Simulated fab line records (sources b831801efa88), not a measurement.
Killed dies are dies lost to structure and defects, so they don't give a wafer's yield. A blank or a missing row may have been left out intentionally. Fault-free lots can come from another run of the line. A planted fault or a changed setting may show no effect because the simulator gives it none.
Code-filled problem report in 8D (eight disciplines) form | flow sky130 | the parts of the form that need people (team, actions taken, sign-off) are left out

== 1. WHAT IS WRONG ==
Wafers without a fault read 255.00, standard deviation 0.24; exposure-dose-mJ-cm2 at SKY_VT_ADJUST_PCH_EXPOSE_04 reads a mean of 235.07 on 9 wafers belonging to 3 lots. Relative to the usual mean, that is a shift of -83 standard deviations.
The step: exposes mask NWM, target cd 840 nm.
The first sign was on wafer L836.1 at day 15 00:41, on iline-stepper-01. The record holds 39 wafers of 13 lots with a number at this step. The rule behind "out" and "out of limits": a value lying over 4 standard deviations away from the usual mean. The other wafers with a number count as sound.

== 2. WHAT IT IS AND WHAT IT IS NOT ==
question                    | is                     | is not
which readings at this step | exposure-dose-mJ-cm2   | -
which lots                  | L836, L837, L841       | L822, L823, L824, L825, L826, L828, L829, L830, L842, L843
which wafers of those lots  | all that have a number | -
read on which tools         | iline-stepper-01       | iline-stepper-02
when                        | from day 15 00:41      | up to then (24 sound wafers); but 6 sound wafers of L842, L843 came after

== 3. THE SUSPECTS, EACH WITH WHAT RULES IT OUT ==
Counting: any tool at a process step up to the reading is kept as a suspect provided that every lot that is out went through it and no sound lot did after the first of them.
- rie-diel-04 at SKY_FIELD_ISO_ETCH_14 (etches BARC in N2/H2, stops on SiO2, time 45.9 s, target depth 60 nm): ruled out as a lasting fault. Following L836 (day 5 18:53), the first lot on it that is out, the sound lots L843 were run on it.
- iline-stepper-01 at SKY_VT_ADJUST_PCH_EXPOSE_04 (exposes mask NWM, target cd 840 nm): kept. Every lot that is out went through it, starting with L836 (day 15 00:41), and after that it ran no sound lot; the last sound lot it ran before then is L829 (day 12 15:00). Its own exposure-dose-mJ-cm2 readings are out on those wafers.
Remaining after the count: iline-stepper-01 at SKY_VT_ADJUST_PCH_EXPOSE_04.

== 4. THE CAUSE (what the simulator had put in) ==
Process parameters drifting: iline-stepper-01 at SKY_VT_ADJUST_PCH_EXPOSE_04, beginning at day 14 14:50. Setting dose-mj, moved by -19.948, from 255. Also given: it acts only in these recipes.
Counting left only this tool.

== 5. SEQUENCE OF EFFECTS, ordered by route ==
Rows list readings where the struck wafers' mean (over those with a number) sits beyond 3 standard deviations from the usual. Only readings for which the record gives a usual standard deviation are gone through. hours: the time from each lot's start at the first step in this table that gives one to its start at this step, as a median over the lots. sigmas: the change in usual standard deviations.
hours | step                        | reading              | usual  | on struck wafers | change | sigmas
0     | SKY_VT_ADJUST_PCH_EXPOSE_04 | exposure-dose-mJ-cm2 | 255.00 | 235.07           | -19.93 | -83
The process steps in it:
- SKY_VT_ADJUST_PCH_EXPOSE_04: exposes mask NWM, target cd 840 nm.
Later measuring or inspecting steps at which every struck wafer that the step has a row for has a number for every such reading, and none has moved that far: SKY_GATE_OXIDE_OVL_MEAS_10.

== 6. HOW IT WOULD HAVE BEEN CAUGHT EARLIER ==
In this record no reading fell out of limits until day 15 00:41, 10 hours after the fault had begun at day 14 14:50.
